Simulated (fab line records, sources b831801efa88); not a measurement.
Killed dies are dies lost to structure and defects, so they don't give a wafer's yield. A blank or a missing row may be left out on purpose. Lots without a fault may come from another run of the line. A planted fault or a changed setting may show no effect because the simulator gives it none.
Which tool did it? | flow sky130 | 11 lots, 33 wafers sampled, at 3 steps of a route of 708

WHAT THE GAUGES READ, wafer by wafer
SKY_VT_ADJUST_NCORE_CD_MEAS_07: target cd 380 nm.
lot  | measured     | on        | cd_nm (nm)
L275 | day 8 20:36  | cd_sem-01 | 381.4 380.4 379.4
L277 | day 9 10:55  | cd_sem-02 | 382.6 379.1 381.0
L279 | day 10 01:07 | cd_sem-02 | 375.8 377.8 378.7
L286 | day 12 02:08 | cd_sem-01 | 375.6 376.4 375.0
L287 | day 12 07:43 | cd_sem-01 | 379.8 378.0 380.2
L288 | day 13 00:58 | cd_sem-02 | 379.5 383.5 381.5
L289 | day 13 06:29 | cd_sem-02 | 382.4 382.9 381.9
L290 | day 13 09:41 | cd_sem-01 | 380.5 379.5 379.7
L292 | day 13 18:29 | cd_sem-01 | 377.5 380.0 381.0
L293 | day 14 09:17 | cd_sem-02 | 380.9 382.9 382.7
L296 | day 15 02:54 | cd_sem-02 | 382.5 381.4 382.3

WHICH TOOL RAN EACH LOT (tool, then ch and the chambers of the sampled wafers, then the start)
lot  | SKY_PWDE_STRIP_09                   | SKY_NWELL_RTA_28
L275 | plasma_asher-04 ch 0,1, day 4 03:55 | rtp_anneal-01 ch 0, day 5 14:53
L277 | plasma_asher-04 ch 0,1, day 4 14:57 | rtp_anneal-01 ch 0, day 6 02:29
L279 | plasma_asher-04 ch 0,1, day 5 04:02 | rtp_anneal-02 ch 0, day 6 15:49
L286 | plasma_asher-03 ch 0,1, day 6 16:51 | rtp_anneal-01 ch 0, day 8 08:50
L287 | plasma_asher-04 ch 0,1, day 6 20:38 | rtp_anneal-02 ch 0, day 8 13:44
L288 | plasma_asher-01 ch 0,1, day 7 11:57 | rtp_anneal-02 ch 0, day 9 05:58
L289 | plasma_asher-04 ch 0,1, day 7 14:50 | rtp_anneal-01 ch 0, day 9 09:56
L290 | plasma_asher-04 ch 0,1, day 7 18:19 | rtp_anneal-02 ch 0, day 9 12:07
L292 | plasma_asher-03 ch 0,1, day 8 01:41 | rtp_anneal-01 ch 0, day 9 20:40
L293 | plasma_asher-04 ch 0,1, day 8 13:09 | rtp_anneal-01 ch 0, day 10 08:59
L296 | plasma_asher-01 ch 0,1, day 9 02:56 | rtp_anneal-02 ch 0, day 10 23:28
- SKY_PWDE_STRIP_09: strips in O2/N2.
- SKY_NWELL_RTA_28: time 30 s.

THE ANSWER, worked out from the rows above alone
Rule: what is usual is taken from the lots themselves. Put in order of their means at a reading, lots are off if they are a third of the lots or fewer, leave a main group of 4 or more, and stand apart from it by a gap of 3 or more times the standard deviation of the main group's means; of several such gaps the widest counts. A main group whose means are all the same, to the digits that the tables above print for the reading, isn't used. A lot without any number at a reading at which 4 lots or more have one is off too. The other lots that the step has rows for count as sound.
No lot is off at any reading shown: from this, nothing can be told.

WHAT THE SIMULATOR HAD PUT IN
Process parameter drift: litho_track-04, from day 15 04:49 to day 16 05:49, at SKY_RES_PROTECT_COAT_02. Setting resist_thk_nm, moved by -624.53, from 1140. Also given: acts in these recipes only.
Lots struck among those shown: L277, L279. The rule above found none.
